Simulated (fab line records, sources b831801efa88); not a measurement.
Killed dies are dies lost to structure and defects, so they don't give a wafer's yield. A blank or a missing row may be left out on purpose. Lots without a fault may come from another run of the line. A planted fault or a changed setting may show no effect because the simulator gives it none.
Tool commonality check | flow gf180mcu | 13 lots, 39 wafers sampled

WHY IT WAS OPENED
At GF_CONTACT_THK_MEAS_01 the reading CONTACT_CVD_00_THK is flagged on 2 of 13 lots. Wafers without a fault read 301.2 nm, standard deviation 2.9.
Rule: a lot is flagged when every wafer of it that has a number lies more than 4 standard deviations from that mean, or none has a number. The other lots count as sound.

lot  | measured     | on            | CONTACT_CVD_00_THK (nm), wafer by wafer | flag
L692 | day 15 12:46 | film_metro-01 | 299.8 303.1 298.7                       |
L695 | day 16 12:45 | film_metro-03 | 299.7 296.9 297.0                       |
L698 | day 17 10:14 | film_metro-03 | 237.3 244.5 238.6                       | FLAGGED
L699 | day 17 15:01 | film_metro-03 | 242.9 244.8 240.6                       | FLAGGED
L705 | day 19 23:24 | film_metro-01 | 300.1 306.3 298.2                       |
L707 | day 20 13:03 | film_metro-01 | 300.3 302.2 301.4                       |
L709 | day 21 07:04 | film_metro-03 | 293.2 298.1 295.7                       |
L710 | day 21 12:53 | film_metro-03 | 302.9 301.9 300.6                       |
L711 | day 22 02:25 | film_metro-03 | 298.9 304.3 301.4                       |
L712 | day 22 06:55 | film_metro-04 | 301.2 304.2 300.4                       |
L713 | day 22 13:54 | film_metro-04 | 306.8 303.2 302.2                       |
L714 | day 22 20:47 | film_metro-01 | 299.0 296.4 299.4                       |
L715 | day 23 06:47 | film_metro-01 | 300.7 304.0 299.3                       |
The numbers of the flagged lots are 241.4 nm on average: -59.8 nm against the usual, or -21 standard deviations.

WHICH TOOL RAN EACH LOT
The record holds 2 process steps before the reading, out of a route of 602 steps. In each cell: the tool, then ch and the chambers that the sampled wafers went through, then the start.
lot  | flag    | GF_SALICIDE_SPUTTER_02       | GF_CONTACT_CVD_00
L692 |         | pvd_sputter-02, day 15 12:10 | hdpcvd-01 ch 0,2, day 15 12:42
L695 |         | pvd_sputter-04, day 16 12:10 | hdpcvd-01 ch 0,1,2, day 16 12:41
L698 | FLAGGED | pvd_sputter-04, day 17 09:39 | hdpcvd-02 ch 0,1, day 17 10:11
L699 | FLAGGED | pvd_sputter-02, day 17 14:25 | hdpcvd-02 ch 0,2, day 17 14:57
L705 |         | pvd_sputter-01, day 19 22:49 | hdpcvd-01 ch 1,2, day 19 23:21
L707 |         | pvd_sputter-01, day 20 12:28 | hdpcvd-02 ch 1,2, day 20 12:59
L709 |         | pvd_sputter-01, day 21 06:29 | hdpcvd-02 ch 1,2, day 21 07:01
L710 |         | pvd_sputter-04, day 21 12:17 | hdpcvd-01 ch 0,1,2, day 21 12:50
L711 |         | pvd_sputter-02, day 22 01:50 | hdpcvd-01 ch 0,1,2, day 22 02:22
L712 |         | pvd_sputter-02, day 22 06:18 | hdpcvd-02 ch 0,1,2, day 22 06:52
L713 |         | pvd_sputter-04, day 22 13:20 | hdpcvd-02 ch 0,2, day 22 13:51
L714 |         | pvd_sputter-02, day 22 20:13 | hdpcvd-02 ch 1,2, day 22 20:44
L715 |         | pvd_sputter-02, day 23 06:13 | hdpcvd-02 ch 0,2, day 23 06:44
What these steps do:
- GF_SALICIDE_SPUTTER_02: material Co, target thk 10 nm, time 20 s.
- GF_CONTACT_CVD_00: deposits SiO2, target thk 300 nm, time 50 s.
- GF_CONTACT_THK_MEAS_01

FLAGGED OVER TOTAL, TOOL BY TOOL (the gauges that took the reading come last)
step                   | tool           | lots run | flagged | share of the flagged lots | sound lots run after its first flagged lot
GF_SALICIDE_SPUTTER_02 | pvd_sputter-01 | 3        | 0       | none                      | -
GF_SALICIDE_SPUTTER_02 | pvd_sputter-02 | 6        | 1       | some                      | 4 (L711,L712,L714,L715)
GF_SALICIDE_SPUTTER_02 | pvd_sputter-04 | 4        | 1       | some                      | 2 (L710,L713)
GF_CONTACT_CVD_00      | hdpcvd-01      | 5        | 0       | none                      | -
GF_CONTACT_CVD_00      | hdpcvd-02      | 8        | 2       | all                       | 6 (L707,L709,L712,L713,L714,L715)
GF_CONTACT_THK_MEAS_01 | film_metro-01  | 5        | 0       | none                      | -
GF_CONTACT_THK_MEAS_01 | film_metro-03  | 6        | 2       | all                       | 3 (L709,L710,L711)
GF_CONTACT_THK_MEAS_01 | film_metro-04  | 2        | 0       | none                      | -

WHAT THE TABLE ALLOWS
2 rows of the table ran every flagged lot: hdpcvd-02 at GF_CONTACT_CVD_00, film_metro-03 at GF_CONTACT_THK_MEAS_01.
- hdpcvd-02 at GF_CONTACT_CVD_00: 2 of its 8 lots flagged. Sound lots ran on it after the first flagged one (L707, L709, L712, L713, L714, L715), which a lasting fault on the whole tool wouldn't allow. Its own readings lie more than 4 standard deviations out on every wafer of the flagged lots: sih4_flow_sccm.
- film_metro-03 at GF_CONTACT_THK_MEAS_01: 2 of its 6 lots flagged. Sound lots ran on it after the first flagged one (L709, L710, L711), which a lasting fault on the whole tool wouldn't allow.
No row of the table ran every flagged lot and no sound lot after the first.

WHAT THE SIMULATOR HAD PUT IN
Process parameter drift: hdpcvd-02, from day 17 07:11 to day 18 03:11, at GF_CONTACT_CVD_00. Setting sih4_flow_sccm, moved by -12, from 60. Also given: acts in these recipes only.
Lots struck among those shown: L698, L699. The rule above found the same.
